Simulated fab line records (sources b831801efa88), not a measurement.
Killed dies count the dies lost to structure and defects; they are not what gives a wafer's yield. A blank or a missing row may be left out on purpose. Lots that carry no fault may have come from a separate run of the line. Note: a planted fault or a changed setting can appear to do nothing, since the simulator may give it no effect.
What tool caused it? | flow gf180mcu | Sampling: 11 lots, 33 wafers, 4 of 602 route steps

## WHAT THE GAUGES SHOWED, per wafer
GF_POLY_GATE_CD_MEAS_18.
lot  | measured     | on        | cd_nm (nm)
L593 | day 9 06:02  | cd_sem-01 | 280.8 281.7 280.7
L595 | day 9 20:12  | cd_sem-01 | 282.3 278.5 280.2
L596 | day 10 03:59 | cd_sem-02 | 279.7 279.7 280.0
L600 | day 11 09:51 | cd_sem-01 | - - -
L601 | day 11 17:35 | cd_sem-02 | - - -
L604 | day 12 12:50 | cd_sem-01 | 278.2 278.9 278.7
L605 | day 13 01:10 | cd_sem-01 | 279.9 277.0 276.9
L607 | day 13 09:51 | cd_sem-02 | 280.2 281.5 281.5
L608 | day 13 18:22 | cd_sem-01 | 281.5 279.9 279.3
L609 | day 14 03:04 | cd_sem-01 | 278.4 278.5 277.6
L614 | day 15 13:53 | cd_sem-01 | 281.1 282.0 281.8

## TOOL THAT RAN EACH LOT (tool first, then ch and the chambers of the sampled wafers, then the start)
lot  | GF_VT_IMPLANT_STRIP_42               | GF_POLY_GATE_ETCH_12               | GF_POLY_GATE_ETCH_13
L593 | plasma_asher-04 ch 0,1, day 7 11:41  | rie_diel-01 ch 0,1,2, day 9 04:28  | rie_si-01 ch 0,2,3, day 9 04:31
L595 | plasma_asher-02 ch 0, day 8 01:35    | rie_diel-03 ch 1,2,3, day 9 18:37  | rie_si-01 ch 1,3, day 9 18:40
L596 | plasma_asher-02 ch 0,1, day 8 09:24  | rie_diel-04 ch 0,1,2, day 10 02:25 | rie_si-02 ch 0,1,2, day 10 02:28
L600 | plasma_asher-02 ch 0,1, day 9 12:28  | rie_diel-01 ch 0,2, day 11 08:15   | rie_si-02 ch 0,1,3, day 11 08:18
L601 | plasma_asher-04 ch 0,1, day 9 20:07  | rie_diel-01 ch 0,1, day 11 16:01   | rie_si-02 ch 1,2,3, day 11 16:04
L604 | plasma_asher-03 ch 0, day 10 14:40   | rie_diel-03 ch 0,1,3, day 12 11:16 | rie_si-01 ch 1,2, day 12 11:19
L605 | plasma_asher-04 ch 0,1, day 10 22:43 | rie_diel-01 ch 0,1,3, day 12 21:46 | rie_si-02 ch 1,2,3, day 12 21:49
L607 | plasma_asher-02 ch 0,1, day 11 10:29 | rie_diel-03 ch 1,2,3, day 13 07:56 | rie_si-02 ch 1,2,3, day 13 07:59
L608 | plasma_asher-02 ch 0,1, day 11 18:43 | rie_diel-01 ch 1,2, day 13 16:45   | rie_si-01 ch 0,2, day 13 16:48
L609 | plasma_asher-03 ch 0,1, day 12 02:05 | rie_diel-01 ch 1,2,3, day 14 01:09 | rie_si-01 ch 0,1,3, day 14 01:12
L614 | plasma_asher-03 ch 0,1, day 13 11:38 | rie_diel-01 ch 1,2,3, day 15 12:13 | rie_si-01 ch 0,1,3, day 15 12:16
- GF_VT_IMPLANT_STRIP_42: strips in O2/N2.
- GF_POLY_GATE_ETCH_12: etches BARC in N2/H2.
- GF_POLY_GATE_ETCH_13: etches poly-Si in HBr/Cl2, stops on SiO2, target depth 198.5 nm, time 69.6 s.

## THE ANSWER, worked out from the rows above alone
Rule: what is usual is taken from the lots themselves. Put in order of their means at a reading, lots are off if they are a third of the lots or fewer, leave a main group of 4 or more, and stand apart from it by a gap of 3 or more times the standard deviation of the main group's means; of several such gaps the widest counts. A main group is skipped when, at the precision printed for the reading in the tables above, its means are all equal. Also off: a lot with no number at a reading for which 4 or more lots have one. Where the step has rows for the other lots, those lots are counted as sound.
Off: L600, L601 (GF_POLY_GATE_CD_MEAS_18, cd_nm). Without a number there: L600, L601. The main group: mean 279.9 nm, standard deviation 1.3.
If a tool, at a process step before that reading, ran all the lots that are off and no sound lot after the first of them, it fits. The gauges at GF_POLY_GATE_CD_MEAS_18 are tried like those tools. Of those tried, none fits.

## WHAT HAD BEEN PUT IN BY THE SIMULATOR
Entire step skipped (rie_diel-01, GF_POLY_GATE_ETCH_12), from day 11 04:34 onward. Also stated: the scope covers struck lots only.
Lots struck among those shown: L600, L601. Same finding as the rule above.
